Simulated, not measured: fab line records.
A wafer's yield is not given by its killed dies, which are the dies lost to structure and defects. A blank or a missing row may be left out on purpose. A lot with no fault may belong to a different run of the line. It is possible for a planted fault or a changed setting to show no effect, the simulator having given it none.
Struck lot and sound lot, side by side / flow sky130 / 20 out of 708 route steps
Sound: these wafers, L216.1, L216.2, L216.5. The struck wafers were L222.1, L222.2, L222.5. The cause is given at the end.
Per side, at each step with rows, come the tool, then ch with its chambers, and then its first start. Under that, the readings that differ: sound wafers / struck wafers / difference of the means / sigmas: that difference in standard deviations of wafers without a fault.
alike: a reading whose means differ by less than 2 such deviations, as well as words and numbers matching on both sides. not compared: withheld readings; readings where some wafer has no value; bounds like >300 that might hide an equal value; numbers whose values overlap and for which the record gives no deviation.
The two part at a step that has a row with sigmas, a row that says differs or no value, or rows on one side only. Numbers that don't overlap but have no deviation are shown without sigmas and don't part them. Lack of a reading on every wafer of one side parts them only where that side has two or more wafers.

first, 1 step without rows for these wafers: SKY_RES_XHIGH_IMPLANT_07.
SKY_RES_XHIGH_STRIP_08: strips in O2/N2.
  sound on plasmaAsher-04 ch 0,1, day 27 09:13; struck on plasmaAsher-02 ch 0,1, day 29 07:13
reading=stripTimeToEndpointS (s); sound=14.33 14.36 14.39; struck=14.27 14.28 14.28; difference=-0.08; sigmas=-2
  alike: drypumpMotorCurrentA, oesProductAu
  not compared: rfHoursCounterH
SKY_RES_XHIGH_TW_MEAS_09:
  sound on filmMetro-01 at day 27 09:19; struck on filmMetro-03 at day 29 07:19
  alike: RES_XHIGH_TW
then, 7 steps without rows for these wafers: SKY_SD_N_DEHYDRATE_00 (time 60 s); SKY_SD_N_HMDS_01 (prime time 60 s); SKY_SD_N_COAT_02 (resist thk 1140 nm); SKY_SD_N_SOFTBAKE_03 (time 60 s); SKY_SD_N_EXPOSE_04 (exposes mask NSDM, target cd 380 nm); SKY_SD_N_PEB_05; SKY_SD_N_DEVELOP_06 (develop time 60 s).
SKY_SD_N_CD_MEAS_07: target cd 380 nm.
  sound on cdSem-01 at day 28 14:11; struck on cdSem-02 at day 30 12:11
  alike: cdNm
SKY_SD_N_OVL_MEAS_08:
  sound on overlay-02 at day 28 14:19; struck on overlay-01 at day 30 12:19
reading=SD_N_OVL (nm); sound=-0.7 0.6 -1.1; struck=4.1 0.9 3.3; difference=+3.2; sigmas=+3
SKY_SD_N_IMPLANT_09:
  sound on implanter-02 ch 0, day 28 14:21; struck on implanter-01 ch 0, day 30 12:21
reading=faradayCurrentUA; sound=11211 11452 11109; struck=19979 19104 19374; difference=+8228; sigmas=+5
after that, 1 step had no rows for these wafers: SKY_SD_N_IMPLANT_10.
SKY_SD_N_STRIP_11: strips in O2/N2.
  sound on plasmaAsher-02 ch 0,1, day 28 14:39; struck on plasmaAsher-01 ch 0,1, day 30 12:39
reading=oesProductAu (a.u.); sound=0.526 0.518 0.528; struck=0.542 0.544 0.538; difference=+0.017; sigmas=+4
reading=stripTimeToEndpointS (s); sound=22.55 22.51 22.54; struck=21.62 21.65 21.64; difference=-0.90; sigmas=-22
  alike: drypumpMotorCurrentA
  not compared: rfHoursCounterH
SKY_SD_N_TW_MEAS_12:
  sound on filmMetro-01 at day 28 14:45; struck on filmMetro-04 at day 30 12:45
  alike: SD_N_TW
then, 1 step without rows for these wafers: SKY_SD_N_CLEAN_13 (cleans in SC1/SC2, time 150 s).
SKY_SD_N_RTA_14: time 2 s.
  sound on rtpAnneal-02 ch 0, day 28 14:52; struck on rtpAnneal-01 ch 0, day 30 12:52
  alike: chamberO2Ppm, lampPowerPct, wafer_temp_C_max
SKY_SD_N_RS_MEAS_16: a four-point-probe measurement.
  sound on filmMetro-01 at day 28 15:02; struck on filmMetro-01 at day 30 13:23
reading=SD_N_RS (ohm/sq); sound=68.66 68.60 68.50; struck=71.07 71.09 71.15; difference=+2.52; sigmas=+23
  not compared: hold
SKY_SD_N_RS_MEAS_17: a four-point-probe measurement.
  sound on filmMetro-01 at day 28 15:09; struck on filmMetro-01 at day 30 14:33
reading=hold; sound=- - -; struck=awaitDispo/1.0h/release awaitDispo/1.0h/release awaitDispo/1.0h/release; difference=no value on the sound wafers; sigmas=
  alike: SD_P_RS

== WHERE THEY PART ==
At SKY_RES_XHIGH_STRIP_08 first; at SKY_SD_N_RS_MEAS_17 last (within this record only).

WHY: what had been put in by the simulator
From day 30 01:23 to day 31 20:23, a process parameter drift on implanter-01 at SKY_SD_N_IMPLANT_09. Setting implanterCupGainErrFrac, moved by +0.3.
